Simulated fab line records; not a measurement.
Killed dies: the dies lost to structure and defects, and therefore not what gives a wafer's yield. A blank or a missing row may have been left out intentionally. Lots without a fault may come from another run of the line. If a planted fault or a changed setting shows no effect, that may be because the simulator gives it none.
Which of the tools did it? :: flow gf180mcu :: Sampling: 24 lots, 72 wafers, 4 of 602 route steps

== WHAT THE GAUGES READ, wafer by wafer ==
GF_CONTACT_THK_MEAS_26: measures by xrf.
lot: L074
measured: day 17 00:11
on: film metro-04
CONTACT_W_THK (nm): 293 298 298

lot: L075
measured: day 17 06:46
on: film metro-02
CONTACT_W_THK (nm): 294 291 292

lot: L076
measured: day 17 16:37
on: film metro-02
CONTACT_W_THK (nm): 296 293 295

lot: L077
measured: day 18 00:47
on: film metro-03
CONTACT_W_THK (nm): 292 293 299

lot: L078
measured: day 18 06:29
on: film metro-02
CONTACT_W_THK (nm): 296 295 295

lot: L079
measured: day 18 22:14
on: film metro-03
CONTACT_W_THK (nm): 290 295 290

lot: L080
measured: day 19 03:20
on: film metro-02
CONTACT_W_THK (nm): 285 288 288

lot: L081
measured: day 19 10:36
on: film metro-03
CONTACT_W_THK (nm): 291 292 292

lot: L082
measured: day 19 23:19
on: film metro-02
CONTACT_W_THK (nm): 289 291 289

lot: L083
measured: day 20 06:11
on: film metro-03
CONTACT_W_THK (nm): 292 288 291

lot: L084
measured: day 20 08:46
on: film metro-03
CONTACT_W_THK (nm): 296 297 295

lot: L085
measured: day 21 03:35
on: film metro-02
CONTACT_W_THK (nm): 291 293 290

lot: L086
measured: day 21 09:28
on: film metro-02
CONTACT_W_THK (nm): 288 292 292

lot: L087
measured: day 21 16:58
on: film metro-02
CONTACT_W_THK (nm): 285 286 286

lot: L088
measured: day 22 01:09
on: film metro-03
CONTACT_W_THK (nm): 295 291 294

lot: L089
measured: day 22 11:05
on: film metro-02
CONTACT_W_THK (nm): 290 289 284

lot: L090
measured: day 22 17:42
on: film metro-02
CONTACT_W_THK (nm): 288 282 288

lot: L091
measured: day 23 00:53
on: film metro-02
CONTACT_W_THK (nm): 295 293 294

lot: L092
measured: day 23 10:04
on: film metro-04
CONTACT_W_THK (nm): 298 291 299

lot: L093
measured: day 23 18:13
on: film metro-02
CONTACT_W_THK (nm): 297 291 297

lot: L094
measured: day 23 20:29
on: film metro-03
CONTACT_W_THK (nm): 288 290 289

lot: L095
measured: day 24 04:55
on: film metro-02
CONTACT_W_THK (nm): 294 292 291

lot: L096
measured: day 24 12:29
on: film metro-04
CONTACT_W_THK (nm): 287 286 287

lot: L097
measured: day 24 21:25
on: film metro-02
CONTACT_W_THK (nm): 293 289 290

GF_V3_THK_MEAS_01.
lot: L074
measured: day 22 11:15
on: film metro-01
V3_CVD_00_THK (nm): 591 599 594

lot: L075
measured: day 22 15:49
on: film metro-01
V3_CVD_00_THK (nm): 596 605 587

lot: L076
measured: day 23 02:37
on: film metro-01
V3_CVD_00_THK (nm): 608 606 599

lot: L077
measured: day 23 09:23
on: film metro-01
V3_CVD_00_THK (nm): 595 604 596

lot: L078
measured: day 23 17:05
on: film metro-03
V3_CVD_00_THK (nm): 604 595 598

lot: L079
measured: day 24 06:56
on: film metro-04
V3_CVD_00_THK (nm): 604 605 600

lot: L080
measured: day 24 11:22
on: film metro-04
V3_CVD_00_THK (nm): 603 603 595

lot: L081
measured: day 24 19:21
on: film metro-03
V3_CVD_00_THK (nm): 597 597 598

lot: L082
measured: day 25 06:33
on: film metro-03
V3_CVD_00_THK (nm): 592 592 598

lot: L083
measured: day 25 12:28
on: film metro-03
V3_CVD_00_THK (nm): 598 596 589

lot: L084
measured: day 25 15:24
on: film metro-04
V3_CVD_00_THK (nm): 602 593 596

lot: L085
measured: day 26 06:39
on: film metro-01
V3_CVD_00_THK (nm): 596 597 596

lot: L086
measured: day 26 12:59
on: film metro-01
V3_CVD_00_THK (nm): 595 608 610

lot: L087
measured: day 26 18:51
on: film metro-01
V3_CVD_00_THK (nm): 603 599 596

lot: L088
measured: day 27 01:28
on: film metro-04
V3_CVD_00_THK (nm): 606 609 602

lot: L089
measured: day 27 10:07
on: film metro-01
V3_CVD_00_THK (nm): 597 598 600

lot: L090
measured: day 27 15:38
on: film metro-01
V3_CVD_00_THK (nm): 599 604 593

lot: L091
measured: day 27 22:01
on: film metro-04
V3_CVD_00_THK (nm): 596 595 594

lot: L092
measured: day 28 06:11
on: film metro-03
V3_CVD_00_THK (nm): 599 595 602

lot: L093
measured: day 28 12:59
on: film metro-03
V3_CVD_00_THK (nm): 600 601 595

lot: L094
measured: day 28 15:14
on: film metro-01
V3_CVD_00_THK (nm): 611 611 603

lot: L095
measured: day 28 22:04
on: film metro-04
V3_CVD_00_THK (nm): 590 596 602

lot: L096
measured: day 29 06:12
on: film metro-01
V3_CVD_00_THK (nm): 601 603 606

lot: L097
measured: day 29 12:47
on: film metro-04
V3_CVD_00_THK (nm): 597 599 595

== WHICH TOOL RAN EACH LOT (tool, then ch and the chambers of the sampled wafers, then the start) ==
lot: L074
GF_STI_CMP_25: cmp-01 ch 0,1,2, day 2 04:25
GF_DUAL_GATE_STRIP_13: plasma asher-04 ch 0,1, day 8 17:43

lot: L075
GF_STI_CMP_25: cmp-01 ch 1,2,3, day 2 08:25
GF_DUAL_GATE_STRIP_13: plasma asher-04 ch 0,1, day 9 01:26

lot: L076
GF_STI_CMP_25: cmp-01 ch 0,1,3, day 2 14:10
GF_DUAL_GATE_STRIP_13: plasma asher-01 ch 1, day 9 06:06

lot: L077
GF_STI_CMP_25: cmp-02 ch 1,2,3, day 2 20:21
GF_DUAL_GATE_STRIP_13: plasma asher-02 ch 0,1, day 9 13:08

lot: L078
GF_STI_CMP_25: cmp-01 ch 0,2,3, day 3 01:20
GF_DUAL_GATE_STRIP_13: plasma asher-01 ch 0,1, day 9 20:37

lot: L079
GF_STI_CMP_25: cmp-02 ch 0,1,2, day 3 06:01
GF_DUAL_GATE_STRIP_13: plasma asher-04 ch 0,1, day 10 04:23

lot: L080
GF_STI_CMP_25: cmp-02 ch 0,2,3, day 3 10:58
GF_DUAL_GATE_STRIP_13: plasma asher-04 ch 0,1, day 10 09:58

lot: L081
GF_STI_CMP_25: cmp-02 ch 1,2,3, day 3 15:49
GF_DUAL_GATE_STRIP_13: plasma asher-02 ch 0,1, day 10 16:17

lot: L082
GF_STI_CMP_25: cmp-02 ch 0,2,3, day 3 21:24
GF_DUAL_GATE_STRIP_13: plasma asher-02 ch 0,1, day 11 02:21

lot: L083
GF_STI_CMP_25: cmp-01 ch 2,3, day 4 04:04
GF_DUAL_GATE_STRIP_13: plasma asher-01 ch 0,1, day 11 09:26

lot: L084
GF_STI_CMP_25: cmp-02 ch 1,2, day 4 06:39
GF_DUAL_GATE_STRIP_13: plasma asher-04 ch 0,1, day 11 10:25

lot: L085
GF_STI_CMP_25: cmp-01 ch 0,3, day 4 15:06
GF_DUAL_GATE_STRIP_13: plasma asher-02 ch 0,1, day 11 23:43

lot: L086
GF_STI_CMP_25: cmp-02 ch 0,1,3, day 4 17:48
GF_DUAL_GATE_STRIP_13: plasma asher-04 ch 0,1, day 12 04:03

lot: L087
GF_STI_CMP_25: cmp-02 ch 1,2,3, day 4 23:04
GF_DUAL_GATE_STRIP_13: plasma asher-04 ch 0,1, day 12 10:34

lot: L088
GF_STI_CMP_25: cmp-01 ch 0,2,3, day 5 07:11
GF_DUAL_GATE_STRIP_13: plasma asher-01 ch 0,1, day 12 19:43

lot: L089
GF_STI_CMP_25: cmp-01 ch 0,2,3, day 5 09:38
GF_DUAL_GATE_STRIP_13: plasma asher-02 ch 0,1, day 13 03:28

lot: L090
GF_STI_CMP_25: cmp-01 ch 0,1, day 5 14:22
GF_DUAL_GATE_STRIP_13: plasma asher-02 ch 0,1, day 13 06:49

lot: L091
GF_STI_CMP_25: cmp-02 ch 0,2,3, day 5 19:47
GF_DUAL_GATE_STRIP_13: plasma asher-04 ch 0,1, day 13 15:30

lot: L092
GF_STI_CMP_25: cmp-01 ch 2,3, day 6 02:50
GF_DUAL_GATE_STRIP_13: plasma asher-02 ch 0,1, day 14 00:52

lot: L093
GF_STI_CMP_25: cmp-01 ch 0,1, day 6 07:32
GF_DUAL_GATE_STRIP_13: plasma asher-01 ch 0,1, day 14 05:28

lot: L094
GF_STI_CMP_25: cmp-02 ch 2,3, day 6 11:22
GF_DUAL_GATE_STRIP_13: plasma asher-04 ch 0,1, day 14 11:18

lot: L095
GF_STI_CMP_25: cmp-01 ch 0,1,3, day 6 16:12
GF_DUAL_GATE_STRIP_13: plasma asher-02 ch 0,1, day 14 17:33

lot: L096
GF_STI_CMP_25: cmp-01 ch 0,1,2, day 6 21:35
GF_DUAL_GATE_STRIP_13: plasma asher-04 ch 0,1, day 15 02:05

lot: L097
GF_STI_CMP_25: cmp-02 ch 0,2,3, day 7 02:12
GF_DUAL_GATE_STRIP_13: plasma asher-02 ch 0,1, day 15 08:22
- GF_STI_CMP_25: polishes, stops on Si3N4, t overpolish 33 s, target thk 524.6 nm.
- GF_DUAL_GATE_STRIP_13: strips in O2/N2.

== WHAT THE TOOLS THEMSELVES READ (means of the sampled wafers that have a number; where no wafer has one, the mark that the record gives instead) ==
GF_STI_CMP_25.
lot: L074
tool: cmp-01
motor current A (A): 12.6
overpolish run s (s): 33.008
time to endpoint s (s): 119

lot: L075
tool: cmp-01
motor current A (A): 13.0
overpolish run s (s): 33.007
time to endpoint s (s): 118

lot: L076
tool: cmp-01
motor current A (A): 13.2
overpolish run s (s): 33.001
time to endpoint s (s): 119

lot: L077
tool: cmp-02
motor current A (A): 12.6
overpolish run s (s): 32.999
time to endpoint s (s): 117

lot: L078
tool: cmp-01
motor current A (A): 12.6
overpolish run s (s): 32.987
time to endpoint s (s): 120

lot: L079
tool: cmp-02
motor current A (A): 13.0
overpolish run s (s): 33.008
time to endpoint s (s): 121

lot: L080
tool: cmp-02
motor current A (A): 12.1
overpolish run s (s): 32.994
time to endpoint s (s): 114

lot: L081
tool: cmp-02
motor current A (A): 12.5
overpolish run s (s): 32.997
time to endpoint s (s): 119

lot: L082
tool: cmp-02
motor current A (A): 12.3
overpolish run s (s): 33.000
time to endpoint s (s): 121

lot: L083
tool: cmp-01
motor current A (A): 13.7
overpolish run s (s): 32.988
time to endpoint s (s): 117

lot: L084
tool: cmp-02
motor current A (A): 12.3
overpolish run s (s): 32.996
time to endpoint s (s): 118

lot: L085
tool: cmp-01
motor current A (A): 13.3
overpolish run s (s): 33.002
time to endpoint s (s): 122

lot: L086
tool: cmp-02
motor current A (A): 12.3
overpolish run s (s): 33.009
time to endpoint s (s): 121

lot: L087
tool: cmp-02
motor current A (A): 12.4
overpolish run s (s): 33.007
time to endpoint s (s): 119

lot: L088
tool: cmp-01
motor current A (A): 12.6
overpolish run s (s): 32.997
time to endpoint s (s): 125

lot: L089
tool: cmp-01
motor current A (A): 12.9
overpolish run s (s): 33.003
time to endpoint s (s): 123

lot: L090
tool: cmp-01
motor current A (A): 13.0
overpolish run s (s): 33.000
time to endpoint s (s): 124

lot: L091
tool: cmp-02
motor current A (A): 11.8
overpolish run s (s): 33.007
time to endpoint s (s): 120

lot: L092
tool: cmp-01
motor current A (A): 12.3
overpolish run s (s): 32.997
time to endpoint s (s): 123

lot: L093
tool: cmp-01
motor current A (A): 13.0
overpolish run s (s): 32.987
time to endpoint s (s): 122

lot: L094
tool: cmp-02
motor current A (A): 11.9
overpolish run s (s): 32.998
time to endpoint s (s): 119

lot: L095
tool: cmp-01
motor current A (A): 13.7
overpolish run s (s): 32.998
time to endpoint s (s): 125

lot: L096
tool: cmp-01
motor current A (A): 12.2
overpolish run s (s): 32.997
time to endpoint s (s): 124

lot: L097
tool: cmp-02
motor current A (A): 12.6
overpolish run s (s): 32.999
time to endpoint s (s): 119

GF_DUAL_GATE_STRIP_13.
lot: L074
tool: plasma asher-04
drypump motor current A (A): 5.6
heater power w (W): 360
oes product au (a.u.): 0.721
strip time to endpoint s (s): 12.76

lot: L075
tool: plasma asher-04
drypump motor current A (A): 5.5
heater power w (W): 372
oes product au (a.u.): 0.727
strip time to endpoint s (s): 12.70

lot: L076
tool: plasma asher-01
drypump motor current A (A): 5.1
heater power w (W): 316
oes product au (a.u.): 0.725
strip time to endpoint s (s): 12.78

lot: L077
tool: plasma asher-02
drypump motor current A (A): 6.4
heater power w (W): 365
oes product au (a.u.): 0.725
strip time to endpoint s (s): 12.76

lot: L078
tool: plasma asher-01
drypump motor current A (A): 5.4
heater power w (W): 279
oes product au (a.u.): 0.724
strip time to endpoint s (s): 12.76

lot: L079
tool: plasma asher-04
drypump motor current A (A): 5.6
heater power w (W): 374
oes product au (a.u.): 0.726
strip time to endpoint s (s): 12.70

lot: L080
tool: plasma asher-04
drypump motor current A (A): 5.6
heater power w (W): 357
oes product au (a.u.): 0.721
strip time to endpoint s (s): 12.77

lot: L081
tool: plasma asher-02
drypump motor current A (A): 6.2
heater power w (W): 334
oes product au (a.u.): 0.721
strip time to endpoint s (s): 12.72

lot: L082
tool: plasma asher-02
drypump motor current A (A): 6.2
heater power w (W): 335
oes product au (a.u.): 0.722
strip time to endpoint s (s): 12.74

lot: L083
tool: plasma asher-01
drypump motor current A (A): 5.5
heater power w (W): 282
oes product au (a.u.): 0.723
strip time to endpoint s (s): 12.75

lot: L084
tool: plasma asher-04
drypump motor current A (A): 5.5
heater power w (W): 379
oes product au (a.u.): 0.731
strip time to endpoint s (s): 12.74

lot: L085
tool: plasma asher-02
drypump motor current A (A): 6.2
heater power w (W): 336
oes product au (a.u.): 0.725
strip time to endpoint s (s): 12.72

lot: L086
tool: plasma asher-04
drypump motor current A (A): 5.5
heater power w (W): 376
oes product au (a.u.): 0.727
strip time to endpoint s (s): 12.74

lot: L087
tool: plasma asher-04
drypump motor current A (A): 5.6
heater power w (W): 360
oes product au (a.u.): 0.725
strip time to endpoint s (s): 12.77

lot: L088
tool: plasma asher-01
drypump motor current A (A): 5.4
heater power w (W): 281
oes product au (a.u.): 0.723
strip time to endpoint s (s): 12.73

lot: L089
tool: plasma asher-02
drypump motor current A (A): 6.2
heater power w (W): 337
oes product au (a.u.): 0.725
strip time to endpoint s (s): 12.72

lot: L090
tool: plasma asher-02
drypump motor current A (A): 6.4
heater power w (W): 371
oes product au (a.u.): 0.721
strip time to endpoint s (s): 12.70

lot: L091
tool: plasma asher-04
drypump motor current A (A): 5.6
heater power w (W): 359
oes product au (a.u.): 0.732
strip time to endpoint s (s): 12.74

lot: L092
tool: plasma asher-02
drypump motor current A (A): 6.4
heater power w (W): 365
oes product au (a.u.): 0.727
strip time to endpoint s (s): 12.72

lot: L093
tool: plasma asher-01
drypump motor current A (A): 5.4
heater power w (W): 277
oes product au (a.u.): 0.724
strip time to endpoint s (s): 12.75

lot: L094
tool: plasma asher-04
drypump motor current A (A): 5.5
heater power w (W): 376
oes product au (a.u.): 0.725
strip time to endpoint s (s): 12.73

lot: L095
tool: plasma asher-02
drypump motor current A (A): 6.2
heater power w (W): 335
oes product au (a.u.): 0.724
strip time to endpoint s (s): 12.74

lot: L096
tool: plasma asher-04
drypump motor current A (A): 5.6
heater power w (W): 375
oes product au (a.u.): 0.730
strip time to endpoint s (s): 12.71

lot: L097
tool: plasma asher-02
drypump motor current A (A): 6.2
heater power w (W): 331
oes product au (a.u.): 0.722
strip time to endpoint s (s): 12.70

== THE ANSWER, worked out from the rows above alone ==
Rule: usual is defined by the lots themselves. Put in order of their means at a reading, lots are off if they are a third of the lots or fewer, leave a main group of 4 or more, and stand apart from it by a gap of 3 or more times the standard deviation of the main group's means; of several such gaps the widest counts. The tables above print the reading to a certain number of digits; a main group whose means all agree to those digits is not used. Also off: a lot with no number at a reading for which 4 or more lots have one. Any other lot the step has rows for is counted as sound. After the gauges, taken in route order, come the tools' own readings; for these a lot's mean is taken, as printed above. At the first step where some lot is off, the reading lying furthest off is the one used; lots without a number count as furthest.
No lot is off at any reading shown: from this, nothing can be told.

== WHAT THE SIMULATOR HAD INSERTED ==
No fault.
